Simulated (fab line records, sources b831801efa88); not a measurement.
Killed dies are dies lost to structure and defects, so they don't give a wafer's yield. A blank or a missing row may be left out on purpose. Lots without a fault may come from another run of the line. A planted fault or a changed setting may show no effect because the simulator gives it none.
fab line records | flow gf180mcu | part 2 of 2: steps 31 to 39 of 39
record lots=5 wafers=15 last_day=34
route steps=602 shown M1@330 V1@335 M2@362
lots that met no fault: from a run of the same line without faults
start_h: hours from the record's first day to the start of the lot's first wafer shown | wait_h: hours since the lot's step before | " the same as in the row above | L1.1+2: a row that stands for several wafers | - no value, or no start given | * or withheld: withheld | < > ~ a bound
route shown NAME@n: a module of which the file shows steps, and the number in the route of the first | usual: mean/standard deviation of fault-free wafers | same: alike in all rows | chamber/n: place in a boat | sites: the reading at each site | _std_site: their standard deviation | _edge_site: outer sites' mean less inner sites' | radius_mm: how far each site lies from the wafer's centre | mask NAME#n: copy n | behind: the tool/chamber that last shaped the wafer | hold: why the lot was held/for how many hours/how that ended | device: the transistor (n, p or np) that didn't switch | end of line: the same wafers' tests at the end of the route | a step without rows: its recipe alone | killed: dies lost to structure and defects at the first sort, not the wafer's yield | map: a wafer's dies, x killed, . not, _ none there
set.NAME: the setting as run; set.NAME@STEP: as run at that earlier step | model.NAME: the simulator's own value behind a step, which no gauge read
lots at some steps of the route; a table a step, a row a wafer
services: from which hour (start_h, from the record's first day; less than 0 if before it) a tool's chamber was out of use, for how many hours, and why
## steps
# step GF_V1_THK_MEAS_25
# recipe thk_meas_gauge=xrf reads=W_of_V1_CVD_23
# usual V1_W_THK=350/6
# columns lot.wafer tool chamber start_h wait_h V1_W_THK[nm]
L075.4 film_metro-04 - 417.15 0.1 340
L075.5 " - " " 348
L075.6 " - " " 343
L082.3 film_metro-02 - 492.42 0.1 357
L082.5 " - " " 346
L082.6 " - " " 359
L093.1 film_metro-02 - 582.39 0.1 356
L093.4 " - " " 353
L093.5 " - " " 352
L095.1 film_metro-01 - 591.95 0.1 355
L095.2 " - " " 350
L095.5 " - " " 354
L096.1 film_metro-01 - 601.60 0.1 345
L096.2 " - " " 349
L096.6 " - " " 342
# step GF_V1_CMP_26
# recipe stop_on=SiO2 down_force_psi=3.5 platen_rpm=60 t_overpolish_s=15 target_thk_nm=0 pad_velocity_m_s=0.94248
# usual motor_current_A=11.3/1.8 overpolish_run_s=14.999/0.0087 time_to_endpoint_s=88/3.7
# columns lot.wafer tool chamber start_h wait_h motor_current_A overpolish_run_s time_to_endpoint_s
L075.4 cmp-02 2 417.33 0.2 10.8 14.985 82
L075.6 " 3 " " 14.2 15.015 86
L075.5 " 0 " " 14.3 15.023 92
L082.3 cmp-01 3 492.46 0.0 10.4 15.002 94
L082.5 " 3 " " 10.3 14.988 90
L082.6 " 0 " " 11.6 15.006 91
L093.4 cmp-01 0 582.50 0.1 10.6 14.988 87
L093.1 " 1 " " 10.0 15.000 90
L093.5 " 3 " " 10.6 14.988 88
L095.2 cmp-01 3 592.35 0.4 10.5 14.988 89
L095.1 " 1 " " 9.8 15.005 91
L095.5 " 2 " " 8.9 15.000 86
L096.1 cmp-01 2 601.66 0.1 8.8 15.007 85
L096.2 " 3 " " 10.1 15.001 90
L096.6 " 3 " " 10.1 14.997 87
# step GF_M2_SPUTTER_00
# recipe material=Ti target_thk_nm=37.5 arriving_ion_energy_ev=80 substrate_temp_c=200 chamber_pressure_pa=2 power_w=4000 time_s=150
# usual throttle_valve_pct=30.1/0.85
# columns lot.wafer tool chamber start_h wait_h throttle_valve_pct
L075.4 pvd_sputter-02 - 417.48 0.1 30.3
L075.5 " - " " 29.2
L075.6 " - " " 30.1
L082.3 pvd_sputter-03 - 492.76 0.2 28.9
L082.5 " - " " 29.0
L082.6 " - " " 31.3
L093.1 pvd_sputter-03 - 582.75 0.1 31.4
L093.4 " - " " 29.0
L093.5 " - " " 29.3
L095.1 pvd_sputter-02 - 592.60 0.1 30.9
L095.2 " - " " 29.1
L095.5 " - " " 30.7
L096.1 pvd_sputter-04 - 601.96 0.2 30.8
L096.2 " - " " 31.0
L096.6 " - " " 29.6
# step GF_M2_SPUTTER_01
# recipe material=TiN target_thk_nm=30 power_w=6500 time_s=25 chamber_pressure_pa=0.4
# usual throttle_valve_pct=30.1/0.86
# columns lot.wafer tool chamber start_h wait_h throttle_valve_pct
L075.4 pvd_sputter-02 - 417.58 0.1 30.6
L075.5 " - " " 29.1
L075.6 " - " " 30.2
L082.3 pvd_sputter-03 - 492.86 0.1 28.9
L082.5 " - " " 29.0
L082.6 " - " " 31.3
L093.1 pvd_sputter-03 - 582.85 0.1 31.5
L093.4 " - " " 28.9
L093.5 " - " " 28.6
L095.1 pvd_sputter-02 - 592.70 0.1 30.7
L095.2 " - " " 29.3
L095.5 " - " " 30.4
L096.1 pvd_sputter-04 - 602.06 0.1 30.5
L096.2 " - " " 31.0
L096.6 " - " " 29.7
# step GF_M2_SPUTTER_02
# recipe material=AlCu target_thk_nm=450 power_w=10600 time_s=23.9 chamber_pressure_pa=0.4079
# usual throttle_valve_pct=30.1/0.87
# columns lot.wafer tool chamber start_h wait_h throttle_valve_pct
L075.4 pvd_sputter-02 - 417.61 0.0 30.6
L075.5 " - " " 29.0
L075.6 " - " " 30.0
L082.3 pvd_sputter-03 - 492.89 0.0 29.0
L082.5 " - " " 28.9
L082.6 " - " " 31.5
L093.1 pvd_sputter-03 - 582.88 0.0 31.3
L093.4 " - " " 29.0
L093.5 " - " " 28.7
L095.1 pvd_sputter-02 - 592.73 0.0 30.7
L095.2 " - " " 29.0
L095.5 " - " " 30.5
L096.1 pvd_sputter-04 - 602.09 0.0 30.6
L096.2 " - " " 31.3
L096.6 " - " " 29.4
# step GF_M2_SPUTTER_03
# recipe material=Ti target_thk_nm=10 substrate_temp_c=300 chamber_pressure_pa=0.3 power_w=3000 time_s=6.7
# usual throttle_valve_pct=30.1/0.84
# columns lot.wafer tool chamber start_h wait_h throttle_valve_pct
L075.4 pvd_sputter-02 - 417.64 0.0 30.7
L075.5 " - " " 29.0
L075.6 " - " " 29.9
L082.3 pvd_sputter-03 - 492.92 0.0 28.8
L082.5 " - " " 28.8
L082.6 " - " " 31.2
L093.1 pvd_sputter-03 - 582.91 0.0 31.3
L093.4 " - " " 29.1
L093.5 " - " " 28.9
L095.1 pvd_sputter-02 - 592.76 0.0 30.4
L095.2 " - " " 29.1
L095.5 " - " " 30.4
L096.1 pvd_sputter-04 - 602.12 0.0 30.3
L096.2 " - " " 31.1
L096.6 " - " " 29.5
# step GF_M2_SPUTTER_04
# recipe material=TiN target_thk_nm=50 power_w=6500 time_s=41.7 chamber_pressure_pa=0.4
# usual throttle_valve_pct=30.1/0.84
# columns lot.wafer tool chamber start_h wait_h throttle_valve_pct
L075.4 pvd_sputter-02 - 417.66 0.0 30.6
L075.5 " - " " 29.1
L075.6 " - " " 29.8
L082.3 pvd_sputter-03 - 492.94 0.0 28.9
L082.5 " - " " 28.8
L082.6 " - " " 31.3
L093.1 pvd_sputter-03 - 582.93 0.0 31.1
L093.4 " - " " 28.6
L093.5 " - " " 29.1
L095.1 pvd_sputter-02 - 592.78 0.0 30.4
L095.2 " - " " 29.0
L095.5 " - " " 30.6
L096.1 pvd_sputter-04 - 602.14 0.0 30.7
L096.2 " - " " 31.1
L096.6 " - " " 29.5
# step GF_M2_RS_MEAS_05
# recipe thk_meas_gauge=four-point-probe reads=TiN_of_M2_SPUTTER_04+Ti_of_M2_SPUTTER_03+AlCu_of_M2_SPUTTER_02+TiN_of_M2_SPUTTER_01+Ti_of_M2_SPUTTER_00
# usual M2_ALCU_RS=0.0696/0.00065
# columns lot.wafer tool chamber start_h wait_h M2_ALCU_RS[ohm/sq]
L075.4 film_metro-01 - 417.76 0.1 0.0695
L075.5 " - " " 0.0706
L075.6 " - " " 0.0697
L082.3 film_metro-03 - 493.02 0.1 0.0692
L082.5 " - " " 0.0689
L082.6 " - " " 0.0695
L093.1 film_metro-04 - 582.97 0.0 0.0689
L093.4 " - " " 0.0688
L093.5 " - " " 0.0684
L095.1 film_metro-01 - 592.82 0.0 0.0699
L095.2 " - " " 0.0712
L095.5 " - " " 0.0708
L096.1 film_metro-01 - 602.18 0.0 0.0689
L096.2 " - " " 0.0693
L096.6 " - " " 0.0696
# step GF_M2_THK_MEAS_06
# recipe thk_meas_gauge=xrf reads=AlCu_of_M2_SPUTTER_02
# usual M2_ALCU_THK=447/4.4
# columns lot.wafer tool chamber start_h wait_h M2_ALCU_THK[nm]
L075.4 film_metro-01 - 417.85 0.1 449
L075.5 " - " " 441
L075.6 " - " " 447
L082.3 film_metro-03 - 493.12 0.1 447
L082.5 " - " " 449
L082.6 " - " " 445
L093.1 film_metro-04 - 583.09 0.1 451
L093.4 " - " " 453
L093.5 " - " " 453
L095.1 film_metro-01 - 592.94 0.1 449
L095.2 " - " " 440
L095.5 " - " " 443
L096.1 film_metro-01 - 602.30 0.1 450
L096.2 " - " " 452
L096.6 " - " " 446
## services
# columns tool chamber start_h hours kind
rie_metal-04 - 372.13 2.8 pm
pvd_sputter-04 - 383.53 2.6 repair
pvd_sputter-01 - 387.89 29.4 repair
rie_diel-02 3 395.57 8.4 repair
cmp-01 - 396.83 2.0 repair
rie_diel-02 3 413.18 18.6 repair
plasma_asher-02 - 421.25 9.0 pm
pvd_sputter-03 - 426.64 4.7 repair
wet_bench-04 - 430.42 8.1 repair
rie_metal-04 - 438.56 14.6 pm
pvd_sputter-04 - 440.37 13.6 repair
pvd_sputter-04 - 445.56 2.9 repair
rie_diel-01 - 454.31 2.8 pm
pvd_sputter-02 - 474.44 3.5 repair
cmp-01 - 482.40 2.3 repair
pvd_sputter-02 - 491.33 12.8 repair
cmp-01 - 501.75 1.2 repair
wet_bench-02 - 533.87 1.4 repair
wet_bench-04 - 547.32 1.0 repair
cmp-01 - 552.53 15.7 pm
wet_bench-02 - 569.99 3.5 repair
cmp-01 - 572.26 4.0 pm
pvd_sputter-04 - 573.51 2.1 repair
cmp-01 - 596.90 0.8 repair
